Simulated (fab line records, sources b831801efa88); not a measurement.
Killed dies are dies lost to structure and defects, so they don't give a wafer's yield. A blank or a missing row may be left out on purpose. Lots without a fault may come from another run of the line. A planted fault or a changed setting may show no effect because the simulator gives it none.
fab line records | flow sky130
record lots=6 wafers=18 last_day=50
route steps=708 shown FIELD_ISO@30 NWELL@32 DNWELL@35 PWDE@45 PAD_OPEN@708
lots that met no fault: from a run of the same line without faults
start_h: hours from the record's first day to the start of the lot's first wafer shown | wait_h: hours since the lot's step before | " the same as in the row above | L1.1+2: a row that stands for several wafers | - no value, or no start given | * or withheld: withheld | < > ~ a bound
route shown NAME@n: a module of which the file shows steps, and the number in the route of the first | usual: mean/standard deviation of fault-free wafers | same: alike in all rows | chamber/n: place in a boat | sites: the reading at each site | _std_site: their standard deviation | _edge_site: outer sites' mean less inner sites' | radius_mm: how far each site lies from the wafer's centre | mask NAME#n: copy n | behind: the tool/chamber that last shaped the wafer | hold: why the lot was held/for how many hours/how that ended | device: the transistor (n, p or np) that didn't switch | end of line: the same wafers' tests at the end of the route | a step without rows: its recipe alone | killed: dies lost to structure and defects at the first sort, not the wafer's yield | map: a wafer's dies, x killed, . not, _ none there
set.NAME: the setting as run; set.NAME@STEP: as run at that earlier step | model.NAME: the simulator's own value behind a step, which no gauge read
lots at some steps of the route; a table a step, a row a wafer
services: from which hour (start_h, from the record's first day; less than 0 if before it) a tool's chamber was out of use, for how many hours, and why
## steps
# step SKY_FIELD_ISO_WET_ETCH_29
# recipe chemistry=H3PO4 target_depth_nm=160 target=Si3N4 temp_c=160 time_s=1825
# step SKY_FIELD_ISO_WET_ETCH_30
# recipe chemistry=dHF target_depth_nm=25 target=SiO2 dilution=10:1 temp_c=25 time_s=50
# step SKY_NWELL_CLEAN_00
# recipe chemistry=SC1/SC2 mix=1:4:20 temp_c=70 time_s=150 dry=n2_spin
# step SKY_NWELL_OXIDATION_01
# recipe temp_c=900 ambient=O2 stabilise_s=600 purge_s=300 target_thk_a=100 ox_time_s=1418
# step SKY_NWELL_THK_MEAS_02
# recipe reads=SiO2_of_NWELL_OXIDATION_01
# usual NWELL_OXIDATION_THK=10.07/0.19
# columns lot.wafer tool chamber start_h wait_h NWELL_OXIDATION_THK[nm]
L612.4 film_metro-02 - 51.00 0.0 10.05
L612.5 " - " " 10.05
L612.6 " - " " 9.92
L617.1 film_metro-02 - 73.55 0.0 10.03
L617.3 " - " " 10.03
L617.5 " - " " 10.08
L618.1 film_metro-04 - 77.69 0.0 10.29
L618.2 " - " " 10.01
L618.4 " - " " 9.99
L622.1 film_metro-01 - 99.22 0.0 10.04
L622.2 " - " " 10.14
L622.4 " - " " 10.04
L628.2 film_metro-04 - 128.78 0.0 9.77
L628.3 " - " " 9.93
L628.5 " - " " 10.03
L633.2 film_metro-02 - 157.46 0.0 10.09
L633.3 " - " " 10.35
L633.4 " - " " 10.20
# step SKY_DNWELL_DEHYDRATE_00
# recipe temp_c=200 time_s=60
# step SKY_DNWELL_HMDS_01
# recipe prime_time_s=60 prime_temp_c=120
# step SKY_DNWELL_COAT_02
# recipe spin_rpm=2000 resist_thk_nm=3000
# step SKY_DNWELL_SOFTBAKE_03
# recipe temp_c=110 time_s=withheld
# step SKY_DNWELL_EXPOSE_04
# recipe mask_id=DNM na=0.57 target_cd_nm=3000 dose_mj=222
# step SKY_DNWELL_PEB_05
# recipe temp_c=115 time_s=withheld
# step SKY_DNWELL_DEVELOP_06
# recipe wall_angle_deg=90 developer=TMAH develop_time_s=60 dev_temp_c=23
# step SKY_DNWELL_IMPLANT_07
# recipe species=P energy_kev=withheld dose_cm2=withheld tilt_deg=withheld
# columns lot.wafer tool chamber start_h wait_h
L612.4+5+6 implanter-01 0 66.63 -
L617.1+3+5 implanter-02 0 90.25 -
L618.1+2+4 implanter-01 0 95.25 -
L622.1+2+4 implanter-01 0 117.63 -
L628.2+3+5 implanter-04 0 148.63 -
L633.2+3+4 implanter-04 0 177.81 -
# step SKY_DNWELL_STRIP_08
# recipe chemistry=O2/N2 power_w=1400 pressure_mtorr=1500 platen_temp_c=withheld o2_flow_sccm=3000 n2_flow_sccm=300 overash_fraction=0.5
# usual drypump_motor_current_A=5.4/0.37 oes_product_au=0.723/0.0045 strip_time_to_endpoint_s=36.97/0.084
# columns lot.wafer tool chamber start_h wait_h drypump_motor_current_A oes_product_au rf_hours_counter_h strip_time_to_endpoint_s
L612.4 plasma_asher-01 0 66.74 0.1 5.4 0.722 - 37.09
L612.5 " 1 " " 4.8 0.723 - 36.96
L612.6 " 0 " " 5.4 0.716 - 37.01
L617.1 plasma_asher-01 1 90.40 0.1 4.8 0.723 28 36.85
L617.3 " 0 " " 5.4 0.725 - 36.95
L617.5 " 0 " " 5.4 0.726 - 36.98
L618.1 plasma_asher-01 0 95.40 0.1 5.4 0.716 29 36.84
L618.2 " 1 " " 4.9 0.724 29 36.98
L618.4 " 0 " " 5.4 0.724 - 36.83
L622.1 plasma_asher-03 0 117.78 0.1 5.6 0.723 0 37.07
L622.2 " 1 " " 5.7 0.716 0 37.08
L622.4 " 1 " " 5.7 0.719 - 37.09
L628.2 plasma_asher-02 0 148.75 0.1 6.0 0.723 45 36.96
L628.3 " 1 " " 5.4 0.721 - 36.83
L628.5 " 0 " " 6.0 0.721 - 37.00
L633.2 plasma_asher-01 1 177.93 0.1 4.9 0.727 37 36.91
L633.3 " 0 " " 5.4 0.721 - 36.93
L633.4 " 1 " " 4.9 0.724 - 37.11
# step SKY_DNWELL_TW_MEAS_09
# usual DNWELL_TW=1122/6.6
# columns lot.wafer tool chamber start_h wait_h DNWELL_TW
L612.4 film_metro-02 - 66.83 0.1 1112
L612.5 " - " " 1118
L612.6 " - " " 1117
L617.1 film_metro-02 - 90.50 0.1 1114
L617.3 " - " " 1112
L617.5 " - " " 1118
L618.1 film_metro-04 - 95.50 0.1 1194
L618.2 " - " " 1201
L618.4 " - " " 1197
L622.1 film_metro-04 - 117.88 0.1 1206
L622.2 " - " " 1206
L622.4 " - " " 1195
L628.2 film_metro-02 - 148.86 0.1 1127
L628.3 " - " " 1123
L628.5 " - " " 1123
L633.2 film_metro-04 - 178.04 0.1 1122
L633.3 " - " " 1130
L633.4 " - " " 1130
# step SKY_PWDE_DEHYDRATE_00
# recipe temp_c=200 time_s=60
# step SKY_PAD_OPEN_PROBE_99
# usual killed_at_M0_to_M3=43/6.9 killed_at_M4_up=3.1/1.8 killed_at_contacts=24/5.1 killed_at_front_end=15/4.8 killed_at_other=0.3/0.48 killed_dies=86/8.9 killed_open=47/6.8 killed_short=39/6.3
# same gross_dies=492 killed_at_back_side=0
# columns lot.wafer tool chamber start_h wait_h killed_at_M0_to_M3 killed_at_M4_up killed_at_contacts killed_at_front_end killed_at_other killed_dies killed_open killed_short model.etest.res_deep_nwell.rs_ohm_sq model.etest.res_deep_nwell.line_ohm_um model.etest.res_pwde_under_gate.rs_ohm_sq
L612.4 prober-02 - 1097.16 0.2 51 2 19 14 0 86 48 38 2216 731.2 6147
L612.5 prober-02 - 1097.21 0.2 46 5 26 12 0 89 55 34 2178 733.7 6191
L612.6 prober-02 - 1097.26 0.2 49 7 29 10 0 95 56 39 2207 737.6 6206
L617.1 prober-01 - 1126.28 0.1 53 3 24 21 0 101 55 46 2174 735.1 6079
L617.3 prober-01 - 1126.38 0.2 40 2 28 12 0 82 41 41 2184 728.6 6146
L617.5 prober-01 - 1126.48 0.2 25 3 25 15 1 69 40 29 2186 720.1 6113
L618.1 prober-01 - 1127.28 0.1 35 4 26 14 0 79 40 38 1868 616.6 6242
L618.2 prober-01 - 1127.33 0.1 50 2 25 13 0 90 52 37 1859 624.7 6263
L618.4 prober-01 - 1127.43 0.2 52 2 28 6 0 88 47 41 1849 621.6 6295
L622.1 prober-02 - 1148.47 0.1 45 4 36 10 0 95 47 48 1863 621 6268
L622.2 prober-02 - 1148.52 0.1 53 2 22 11 0 88 53 35 1861 619.3 6232
L622.4 prober-02 - 1148.62 0.2 32 1 28 12 1 74 42 32 1870 622.9 6204
L628.2 prober-02 - 1176.32 0.1 42 4 24 12 0 82 41 41 2183 737.9 6156
L628.3 prober-02 - 1176.37 0.2 43 1 30 8 0 82 45 36 2198 727 6166
L628.5 prober-02 - 1176.47 0.2 46 3 25 7 1 82 46 35 2180 739.7 6110
L633.2 prober-01 - 1197.95 0.1 49 1 26 18 0 94 44 50 2243 747 6212
L633.3 prober-01 - 1198.00 0.2 50 3 18 18 0 89 47 42 2215 742.5 6153
L633.4 prober-01 - 1198.05 0.2 35 5 25 17 0 82 42 39 2206 729 6212
# killed by level:class
L612.4 VIA1:geometric_particle:open=17 VIA3:geometric_particle:open=8 METAL2:geometric_particle:short=7 LI_CONTACT:geometric_particle:open=6 FIELD_ISO:geometric_particle:short=4 POLY_GATE:geometric_particle:open=4 LOCAL_INTERCONNECT:geometric_particle:short=4 CONTACT:geometric_particle:open=4
L612.5 CONTACT:geometric_particle:open=11 VIA3:geometric_particle:open=10 VIA1:geometric_particle:open=8 LI_CONTACT:geometric_particle:open=7 METAL1:geometric_particle:short=7 VIA2:geometric_particle:open=6 METAL4:geometric_particle:short=4 VIA1:geometric_particle:short=4
L612.6 VIA3:geometric_particle:open=10 VIA2:geometric_particle:open=9 LI_CONTACT:geometric_particle:open=8 VIA1:geometric_particle:open=8 CONTACT:geometric_particle:short=7 CONTACT:geometric_particle:open=7 METAL2:geometric_particle:short=5 METAL4:geometric_particle:short=5
L617.1 VIA3:geometric_particle:open=13 VIA2:geometric_particle:open=10 FIELD_ISO:geometric_particle:short=7 LOCAL_INTERCONNECT:geometric_particle:short=7 LI_CONTACT:geometric_particle:open=7 VIA1:geometric_particle:open=7 FIELD_ISO:geometric_particle:open=6 METAL1:geometric_particle:short=6
L617.3 CONTACT:geometric_particle:open=10 VIA1:geometric_particle:open=9 METAL3:geometric_particle:short=7 LI_CONTACT:geometric_particle:open=6 CONTACT:geometric_particle:short=6 VIA2:geometric_particle:open=6 VIA1:geometric_particle:short=4 FIELD_ISO:geometric_particle:open=3
L617.5 CONTACT:geometric_particle:open=15 METAL2:geometric_particle:short=8 LI_CONTACT:geometric_particle:open=7 FIELD_ISO:geometric_particle:open=4 POLY_GATE:geometric_particle:short=4 VIA1:geometric_particle:open=4 METAL1:geometric_particle:short=4 VIA2:geometric_particle:open=4
L618.1 VIA1:geometric_particle:open=12 CONTACT:geometric_particle:open=9 METAL1:geometric_particle:short=7 FIELD_ISO:geometric_particle:open=6 LI_CONTACT:geometric_particle:short=5 LOCAL_INTERCONNECT:geometric_particle:short=4 CONTACT:geometric_particle:short=4 FIELD_ISO:geometric_particle:short=3
L618.2 VIA1:geometric_particle:open=21 LI_CONTACT:geometric_particle:open=8 VIA1:geometric_particle:short=7 VIA3:geometric_particle:open=6 CONTACT:geometric_particle:open=6 CONTACT:geometric_particle:short=6 POLY_GATE:geometric_particle:short=3 METAL1:geometric_particle:short=3
L618.4 VIA1:geometric_particle:open=13 VIA1:geometric_particle:short=9 LI_CONTACT:geometric_particle:open=8 METAL1:geometric_particle:short=7 CONTACT:geometric_particle:open=6 VIA2:geometric_particle:open=6 VIA3:geometric_particle:open=6 CONTACT:geometric_particle:short=5
L622.1 VIA1:geometric_particle:open=14 LI_CONTACT:geometric_particle:open=12 METAL1:geometric_particle:short=11 CONTACT:geometric_particle:open=10 CONTACT:geometric_particle:short=7 LOCAL_INTERCONNECT:geometric_particle:short=4 METAL2:geometric_particle:short=4 VIA1:geometric_particle:short=4
L622.2 VIA1:geometric_particle:open=14 VIA3:geometric_particle:open=10 LI_CONTACT:geometric_particle:open=7 METAL2:geometric_particle:short=7 CONTACT:geometric_particle:open=7 VIA1:geometric_particle:short=5 METAL1:geometric_particle:short=5 VIA2:geometric_particle:open=5
L622.4 CONTACT:geometric_particle:open=15 VIA3:geometric_particle:open=7 LOCAL_INTERCONNECT:geometric_particle:short=5 METAL2:geometric_particle:short=5 VIA2:geometric_particle:open=5 METAL1:geometric_particle:short=4 FIELD_ISO:geometric_particle:short=3 POLY_GATE:geometric_particle:open=3
L628.2 CONTACT:geometric_particle:open=9 VIA1:geometric_particle:open=7 VIA1:geometric_particle:short=7 VIA2:geometric_particle:open=7 METAL1:geometric_particle:short=6 LI_CONTACT:geometric_particle:open=5 CONTACT:geometric_particle:short=4 VIA3:geometric_particle:short=4
L628.3 VIA1:geometric_particle:open=11 CONTACT:geometric_particle:open=10 CONTACT:geometric_particle:short=7 LI_CONTACT:geometric_particle:open=6 VIA1:geometric_particle:short=6 VIA3:geometric_particle:open=4 LI_CONTACT:geometric_particle:short=4 METAL2:geometric_particle:open=4
L628.5 CONTACT:geometric_particle:open=12 VIA1:geometric_particle:open=9 VIA1:geometric_particle:short=8 VIA2:geometric_particle:open=5 LI_CONTACT:geometric_particle:open=4 METAL3:geometric_particle:short=4 VIA3:geometric_particle:open=4 POLY_GATE:geometric_particle:open=3
L633.2 METAL2:geometric_particle:short=11 VIA1:geometric_particle:open=8 LOCAL_INTERCONNECT:geometric_particle:short=7 METAL1:geometric_particle:short=6 CONTACT:geometric_particle:open=6 CONTACT:geometric_particle:short=5 VIA2:geometric_particle:open=5 VIA3:geometric_particle:open=5
L633.3 VIA1:geometric_particle:open=10 CONTACT:geometric_particle:open=8 METAL2:geometric_particle:short=8 METAL1:geometric_particle:short=7 METAL3:geometric_particle:short=6 FIELD_ISO:geometric_particle:open=5 VIA3:geometric_particle:open=5 VIA2:geometric_particle:open=5
L633.4 VIA1:geometric_particle:open=9 LI_CONTACT:geometric_particle:open=8 METAL2:geometric_particle:short=7 FIELD_ISO:geometric_particle:short=6 POLY_GATE:geometric_particle:short=6 CONTACT:geometric_particle:open=6 VIA2:geometric_particle:open=6 VIA3:geometric_particle:open=5
## services
# columns tool chamber start_h hours kind
implanter-04 - 43.36 2.8 repair
implanter-01 - 46.26 2.6 pm
plasma_asher-02 - 53.65 0.9 repair
implanter-02 - 73.77 1.1 repair
plasma_asher-03 - 84.76 2.8 pm
implanter-04 - 85.97 13.0 pm
plasma_asher-03 - 89.94 1.0 repair
plasma_asher-01 - 95.98 4.3 pm
plasma_asher-03 - 108.75 9.0 pm
plasma_asher-03 0 108.75 9.0 vent_cycle
plasma_asher-03 1 108.75 9.0 vent_cycle
plasma_asher-03 0 117.75 - clean
plasma_asher-03 1 117.75 - clean
plasma_asher-02 - 131.99 4.3 repair
implanter-02 - 133.31 4.5 pm
implanter-01 - 138.48 1.2 repair
## key
first_sign step=SKY_DNWELL_TW_MEAS_09 reading=DNWELL_TW direction=up sigmas=12 usual=1122 struck=1200
effect none on later readings
model_effect step=SKY_PAD_OPEN_PROBE_99 value=etest.res_deep_nwell.rs_ohm_sq without=2201 struck=1862
met_at SKY_DNWELL_IMPLANT_07
struck_wafers L618.1,L618.2,L618.4,L622.1,L622.2,L622.4
tester_left_out L618,L622
onset_between 66.63 95.25
fault kind=process_parameter_drift tool=implanter-01 chamber=- onset_h=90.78 steps=SKY_DNWELL_IMPLANT_07 channel=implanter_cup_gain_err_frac offset=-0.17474 shape=step end_h=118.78
# tester_left_out: of these lots the tester's yield and bins aren't shown, on N5 and GAA mostly nor the transistor test; their killed dies are dies lost to structure and defects alone, not to doping, threshold or leakage, so they don't give the yield
